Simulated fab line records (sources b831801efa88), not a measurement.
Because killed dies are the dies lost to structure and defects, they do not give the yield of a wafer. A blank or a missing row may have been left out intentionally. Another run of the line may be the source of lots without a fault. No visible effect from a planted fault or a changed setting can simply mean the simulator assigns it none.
What tool caused it? / flow gf180mcu / Sampling: 11 lots, 33 wafers, 4 of 602 route steps

== WHAT THE GAUGES SHOWED, per wafer ==
GF_V3_RS_MEAS_24: measurement is done with a four-point probe.
lot=L427; measured=day 21 15:11; on=film metro-01; V3_W_RS (ohm/sq)=0.325 0.328 0.330
lot=L428; measured=day 21 19:37; on=film metro-03; V3_W_RS (ohm/sq)=0.326 0.330 0.326
lot=L429; measured=day 22 17:20; on=film metro-01; V3_W_RS (ohm/sq)=0.328 0.330 0.325
lot=L431; measured=day 23 00:43; on=film metro-04; V3_W_RS (ohm/sq)=0.322 0.321 0.327
lot=L433; measured=day 25 21:53; on=film metro-01; V3_W_RS (ohm/sq)=0.409 0.326 0.326
lot=L438; measured=day 26 08:28; on=film metro-04; V3_W_RS (ohm/sq)=0.321 0.408 0.411
lot=L445; measured=day 28 18:10; on=film metro-04; V3_W_RS (ohm/sq)=0.327 0.316 0.325
lot=L447; measured=day 29 06:25; on=film metro-03; V3_W_RS (ohm/sq)=0.328 0.334 0.325
lot=L446; measured=day 29 06:55; on=film metro-03; V3_W_RS (ohm/sq)=0.323 0.325 0.328
lot=L448; measured=day 29 14:34; on=film metro-01; V3_W_RS (ohm/sq)=0.328 0.326 0.332
lot=L450; measured=day 30 01:08; on=film metro-04; V3_W_RS (ohm/sq)=0.327 0.336 0.325

== WHICH TOOL RAN EACH LOT (tool, then ch and the chambers of the sampled wafers, then the start) ==
lot=L427; GF_V3_ETCH_17=rie diel-01 ch 0,1,2, day 21 14:24 or earlier; GF_V3_STRIP_18=plasma asher-04 ch 0,1, day 21 14:24; GF_V3_CVD_23=cvd w-02 ch 0,1, day 21 15:04
lot=L428; GF_V3_ETCH_17=rie diel-01 ch 0,2,3, day 21 18:52 or earlier; GF_V3_STRIP_18=plasma asher-04 ch 0,1, day 21 18:52; GF_V3_CVD_23=cvd w-01 ch 0,1, day 21 19:30
lot=L429; GF_V3_ETCH_17=rie diel-04 ch 1,3, day 22 16:34 or earlier; GF_V3_STRIP_18=plasma asher-01 ch 0,1, day 22 16:34; GF_V3_CVD_23=cvd w-01 ch 0,1, day 22 17:12
lot=L431; GF_V3_ETCH_17=rie diel-04 ch 2,3, day 22 23:57 or earlier; GF_V3_STRIP_18=plasma asher-01 ch 0,1, day 22 23:57; GF_V3_CVD_23=cvd w-01 ch 0,1, day 23 00:35
lot=L433; GF_V3_ETCH_17=rie diel-01 ch 0,3, day 25 21:07 or earlier; GF_V3_STRIP_18=plasma asher-04 ch 0,1, day 25 21:07; GF_V3_CVD_23=cvd w-01 ch 0,1, day 25 21:45
lot=L438; GF_V3_ETCH_17=rie diel-03 ch 0,2,3, day 26 07:43 or earlier; GF_V3_STRIP_18=plasma asher-04 ch 0,1, day 26 07:43; GF_V3_CVD_23=cvd w-01 ch 0,1, day 26 08:21
lot=L445; GF_V3_ETCH_17=rie diel-03 ch 1,2,3, day 28 17:25 or earlier; GF_V3_STRIP_18=plasma asher-02 ch 0,1, day 28 17:25; GF_V3_CVD_23=cvd w-01 ch 0,1, day 28 18:03
lot=L447; GF_V3_ETCH_17=rie diel-03 ch 0,3, day 29 05:40 or earlier; GF_V3_STRIP_18=plasma asher-01 ch 1, day 29 05:40; GF_V3_CVD_23=cvd w-02 ch 0,1, day 29 06:18
lot=L446; GF_V3_ETCH_17=rie diel-01 ch 1,2,3, day 29 06:09 or earlier; GF_V3_STRIP_18=plasma asher-04 ch 0,1, day 29 06:09; GF_V3_CVD_23=cvd w-01 ch 0,1, day 29 06:47
lot=L448; GF_V3_ETCH_17=rie diel-03 ch 2,3, day 29 13:43 or earlier; GF_V3_STRIP_18=plasma asher-02 ch 0,1, day 29 13:43; GF_V3_CVD_23=cvd w-02 ch 0,1, day 29 14:25
lot=L450; GF_V3_ETCH_17=rie diel-04 ch 0,2,3, day 30 00:19 or earlier; GF_V3_STRIP_18=plasma asher-02 ch 0,1, day 30 00:19; GF_V3_CVD_23=cvd w-02 ch 0,1, day 30 01:00
- GF_V3_ETCH_17: etches SiO2 in C4F8/O2/Ar, stops on TiN, target depth 635 nm.
- GF_V3_STRIP_18: strips in O2/N2.
- GF_V3_CVD_23: deposits W, target thk 350 nm, time 104.9 s.

== THE ANSWER, worked out from the rows above alone ==
Rule: what is usual is taken from the lots themselves. Put in order of their means at a reading, lots are off if they are a third of the lots or fewer, leave a main group of 4 or more, and stand apart from it by a gap of 3 or more times the standard deviation of the main group's means; of several such gaps the widest counts. A main group is skipped when, at the precision printed for the reading in the tables above, its means are all equal. Also off: a lot with no number at a reading for which 4 or more lots have one. Where the step has rows for the other lots, those lots are counted as sound.
Off: L433, L438, seen at GF_V3_RS_MEAS_24 (V3_W_RS). The main group: mean 0.327 ohm/sq, standard deviation 0.0023.
If a tool, at a process step before that reading, ran all the lots that are off and no sound lot after the first of them, it fits. Those tools and the gauges at GF_V3_RS_MEAS_24 are tried in the same way. Because GF_V3_ETCH_17 lacks a start for some lots, the hours and order of its lots are taken from GF_V3_STRIP_18. Of those tried, none fits.

== WHAT THE SIMULATOR PUT IN ==
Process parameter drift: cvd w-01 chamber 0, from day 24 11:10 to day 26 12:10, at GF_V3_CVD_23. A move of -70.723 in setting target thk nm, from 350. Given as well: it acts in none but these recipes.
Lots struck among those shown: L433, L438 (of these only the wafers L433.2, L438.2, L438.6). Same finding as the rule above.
